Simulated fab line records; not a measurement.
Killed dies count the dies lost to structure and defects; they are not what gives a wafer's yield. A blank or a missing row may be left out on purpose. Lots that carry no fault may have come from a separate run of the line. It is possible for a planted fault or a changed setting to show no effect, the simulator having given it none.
Which tool is to blame? + flow sky130 + Sampling: 14 lots, 40 wafers, 2 of 708 route steps

== WHAT THE GAUGES SHOWED, per wafer ==
The record holds no reading of a measuring or inspecting step that can be judged against a usual standard deviation.

== EACH LOT AND THE TOOL THAT RAN IT (in order: tool; ch and the chambers of the sampled wafers; start) ==
| lot  | SKY_CONTACT_STRIP_19                 | SKY_PAD_OPEN_PROBE_99   |
|------|--------------------------------------|-------------------------|
| L210 | plasma-asher-02 ch 1, day 31 20:35   | -                       |
| L212 | plasma-asher-03 ch 0,1, day 32 08:28 | prober-02, day 46 13:43 |
| L214 | plasma-asher-02 ch 0, day 33 00:53   | prober-02, day 46 22:01 |
| L216 | plasma-asher-04 ch 0,1, day 33 21:10 | prober-02, day 47 15:59 |
| L217 | plasma-asher-04 ch 0,1, day 33 23:49 | prober-01, day 47 17:49 |
| L219 | plasma-asher-04 ch 0,1, day 34 14:50 | prober-01, day 48 03:30 |
| L220 | plasma-asher-02 ch 0,1, day 34 21:59 | prober-02, day 48 11:19 |
| L222 | plasma-asher-04 ch 0,1, day 35 15:35 | prober-02, day 48 21:37 |
| L223 | plasma-asher-03 ch 0,1, day 35 21:58 | prober-01, day 48 23:56 |
| L225 | plasma-asher-03 ch 0,1, day 36 11:20 | -                       |
| L227 | plasma-asher-04 ch 0,1, day 37 03:25 | -                       |
| L230 | plasma-asher-04 ch 1, day 37 22:32   | -                       |
| L231 | plasma-asher-04 ch 0,1, day 38 05:26 | prober-01, day 50 12:20 |
| L232 | plasma-asher-03 ch 0,1, day 38 18:07 | -                       |
- SKY_CONTACT_STRIP_19: strips in O2/N2.
- SKY_PAD_OPEN_PROBE_99

== AS READ BY THE TOOLS THEMSELVES (means over the sampled wafers that have a number; for cases with no such wafer, the mark the record gives instead) ==
SKY_CONTACT_STRIP_19. Usual: drypump-motor-current-A 5.9 A, standard deviation 0.36; n2-flow-sccm 300.0 sccm, standard deviation 0.86; oes-product-au 0.381 a.u., standard deviation 0.0043; strip-time-to-endpoint-s 3.62 s, standard deviation 0.036.
| lot  | tool            | drypump-motor-current-A (A) | n2-flow-sccm (sccm) | oes-product-au (a.u.) | strip-time-to-endpoint-s (s) | flag |
|------|-----------------|-----------------------------|---------------------|-----------------------|------------------------------|------|
| L210 | plasma-asher-02 | 6.0                         | 300.4               | 0.380                 | 3.62                         |      |
| L212 | plasma-asher-03 | 6.1                         | 300.9               | 0.375                 | 3.58                         |      |
| L214 | plasma-asher-02 | 5.9                         | 300.6               | 0.384                 | 3.67                         |      |
| L216 | plasma-asher-04 | 5.7                         | 299.6               | 0.382                 | 3.63                         |      |
| L217 | plasma-asher-04 | 5.7                         | 299.6               | 0.380                 | 3.61                         |      |
| L219 | plasma-asher-04 | 5.7                         | 300.6               | 0.385                 | 3.66                         |      |
| L220 | plasma-asher-02 | 6.0                         | 301.1               | 0.384                 | 3.64                         |      |
| L222 | plasma-asher-04 | 6.0                         | 300.3               | 0.381                 | 3.62                         |      |
| L223 | plasma-asher-03 | 6.1                         | 299.6               | 0.382                 | 3.62                         |      |
| L225 | plasma-asher-03 | 6.1                         | 300.8               | 0.380                 | 3.58                         |      |
| L227 | plasma-asher-04 | 6.0                         | 299.5               | 0.382                 | 3.66                         |      |
| L230 | plasma-asher-04 | 6.3                         | 299.3               | 0.383                 | 3.45                         | OFF  |
| L231 | plasma-asher-04 | 5.7                         | 299.8               | 0.380                 | 3.44                         | OFF  |
| L232 | plasma-asher-03 | 6.0                         | 299.7               | 0.382                 | 3.68                         |      |

SKY_PAD_OPEN_PROBE_99. Usual: killed_at_M0_to_M3 43, standard deviation 6.6; killed_at_M4_up 3.4, standard deviation 1.8; killed-at-contacts 24, standard deviation 4.9; killed-at-front-end 15, standard deviation 4.1; killed-at-other 0.3, standard deviation 0.55; killed-dies 85, standard deviation 8.8; killed-open 46, standard deviation 6.1; killed-short 39, standard deviation 5.7.
| lot  | tool      | killed_at_M0_to_M3 | killed_at_M4_up | killed-at-contacts | killed-at-front-end | killed-at-other | killed-dies | killed-open | killed-short | flag |
|------|-----------|--------------------|-----------------|--------------------|---------------------|-----------------|-------------|-------------|--------------|------|
| L212 | prober-02 | 43                 | 5.0             | 26                 | 17                  | 0.3             | 92          | 47          | 45           |      |
| L214 | prober-02 | 38                 | 3.7             | 28                 | 13                  | 0.7             | 83          | 47          | 37           |      |
| L216 | prober-02 | 41                 | 3.0             | 25                 | 15                  | 0.3             | 84          | 42          | 41           |      |
| L217 | prober-01 | 41                 | 3.3             | 29                 | 14                  | 1.3             | 89          | 46          | 41           |      |
| L219 | prober-01 | 43                 | 4.0             | 27                 | 17                  | 0.0             | 90          | 48          | 43           |      |
| L220 | prober-02 | 37                 | 3.0             | 18                 | 11                  | 0.0             | 69          | 40          | 29           |      |
| L222 | prober-02 | 38                 | 5.5             | 20                 | 17                  | 0.0             | 80          | 48          | 32           |      |
| L223 | prober-01 | 40                 | 2.3             | 24                 | 17                  | 1.3             | 85          | 45          | 39           |      |
| L231 | prober-01 | 39                 | 3.3             | 20                 | 13                  | 0.0             | 76          | 44          | 32           |      |

== THE ANSWER, worked out from the rows above alone ==
Rule: lot off if the mean of its wafers having a number is beyond 3 standard deviations from the usual mean. Also off: a lot with no number at a reading for which 4 or more lots have one. Any other lot the step has rows for is counted as sound. The gauges are gone through in route order, then the tools' own readings, and for those a lot's mean is taken as printed above. The first step at which some lot is off is used, and at that step the reading that is off furthest; a lot without a number counts as furthest.
Off: L230, L231, at SKY_CONTACT_STRIP_19 (strip-time-to-endpoint-s).
If a tool, at that step or one of the process steps before it, ran each lot that is off and ran no sound lot following the first of them, it fits. One fits: plasma-asher-04 at SKY_CONTACT_STRIP_19. Its last sound lot is L227 (day 37 03:25), its first lot that is off L230 (day 37 22:32): a fault that began between those two fits.
The tool's own readings at SKY_CONTACT_STRIP_19 bear it out: on the lots that are off they differ by more than 5 times the standard deviation of the sound lots' means. strip-time-to-endpoint-s reads 3.45 s there against 3.63 s on the sound lots.

== WHAT HAD BEEN PUT IN BY THE SIMULATOR ==
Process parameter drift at SKY_CONTACT_STRIP_19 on plasma-asher-04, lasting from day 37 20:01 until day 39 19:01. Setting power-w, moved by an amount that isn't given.
Struck lots among those shown: L230, L231. The same result came from the rule above.
